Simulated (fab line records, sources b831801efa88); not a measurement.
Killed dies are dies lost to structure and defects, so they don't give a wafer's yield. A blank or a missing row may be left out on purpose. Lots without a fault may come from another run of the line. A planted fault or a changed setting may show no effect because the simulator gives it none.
Tool commonality check | flow sky130 | 12 lots, 36 wafers sampled

WHY IT WAS OPENED
At SKY_SONOS_ONO_THK_MEAS_03 the reading SONOS_ONO_CVD_02_THK is flagged on 2 of 12 lots. Wafers without a fault read 10.54 nm, standard deviation 0.12.
Rule: a lot is flagged when every wafer of it that has a number lies more than 4 standard deviations from that mean, or none has a number. The other lots count as sound.

lot  | measured     | on            | SONOS_ONO_CVD_02_THK (nm), wafer by wafer | flag
L717 | day 11 18:28 | film_metro-01 | 10.71 10.62 10.63                         |
L718 | day 12 05:37 | film_metro-02 | 10.49 10.42 10.56                         |
L721 | day 12 16:41 | film_metro-04 | 10.54 10.44 10.45                         |
L723 | day 13 07:44 | film_metro-02 | 10.63 10.69 10.61                         |
L724 | day 13 17:40 | film_metro-01 | 10.50 10.64 10.50                         |
L726 | day 14 10:56 | film_metro-04 | 10.60 10.57 10.43                         |
L727 | day 15 01:02 | film_metro-04 | 11.71 11.78 11.69                         | FLAGGED
L728 | day 15 02:07 | film_metro-01 | 11.82 11.70 11.72                         | FLAGGED
L737 | day 18 00:09 | film_metro-04 | 10.59 10.46 10.64                         |
L738 | day 18 12:44 | film_metro-01 | 10.68 10.53 10.65                         |
L739 | day 18 18:42 | film_metro-01 | 10.43 10.42 10.37                         |
L740 | day 19 03:05 | film_metro-04 | 10.46 10.52 10.36                         |
The numbers of the flagged lots are 11.74 nm on average: +1.20 nm against the usual, or +10 standard deviations.

WHICH TOOL RAN EACH LOT
The record holds 1 process step before the reading, out of a route of 708 steps. In each cell: the tool, then ch and the chambers that the sampled wafers went through, then the start.
lot  | flag    | SKY_SONOS_ONO_CVD_02
L717 |         | lpcvd-02 ch 0, day 11 17:24
L718 |         | lpcvd-02 ch 0, day 12 04:34
L721 |         | lpcvd-02 ch 1, day 12 15:38
L723 |         | lpcvd-02 ch 0, day 13 06:41
L724 |         | lpcvd-02 ch 1, day 13 16:37
L726 |         | lpcvd-02 ch 1, day 14 09:53
L727 | FLAGGED | lpcvd-02 ch 1, day 14 23:59
L728 | FLAGGED | lpcvd-02 ch 1, day 15 01:02
L737 |         | lpcvd-02 ch 1, day 17 23:05
L738 |         | lpcvd-02 ch 1, day 18 11:40
L739 |         | lpcvd-02 ch 0, day 18 17:37
L740 |         | lpcvd-02 ch 0, day 19 02:02
What these steps do:
- SKY_SONOS_ONO_CVD_02: deposits Si3N4 from DCS/NH3, target thk 10.5 nm, time 180 s.
- SKY_SONOS_ONO_THK_MEAS_03

FLAGGED OVER TOTAL, TOOL BY TOOL (the gauges that took the reading come last)
step                      | tool          | lots run | flagged | share of the flagged lots | sound lots run after its first flagged lot
SKY_SONOS_ONO_CVD_02      | lpcvd-02      | 12       | 2       | all                       | 4 (L737,L738,L739,L740)
SKY_SONOS_ONO_THK_MEAS_03 | film_metro-01 | 5        | 1       | some                      | 2 (L738,L739)
SKY_SONOS_ONO_THK_MEAS_03 | film_metro-02 | 2        | 0       | none                      | -
SKY_SONOS_ONO_THK_MEAS_03 | film_metro-04 | 5        | 1       | some                      | 2 (L737,L740)

WHAT THE TABLE ALLOWS
1 row of the table ran every flagged lot: lpcvd-02 at SKY_SONOS_ONO_CVD_02.
- lpcvd-02 at SKY_SONOS_ONO_CVD_02: 2 of its 12 lots flagged. Sound lots ran on it after the first flagged one (L737, L738, L739, L740), which a lasting fault on the whole tool wouldn't allow.
No row of the table ran every flagged lot and no sound lot after the first.

WHAT THE SIMULATOR HAD PUT IN
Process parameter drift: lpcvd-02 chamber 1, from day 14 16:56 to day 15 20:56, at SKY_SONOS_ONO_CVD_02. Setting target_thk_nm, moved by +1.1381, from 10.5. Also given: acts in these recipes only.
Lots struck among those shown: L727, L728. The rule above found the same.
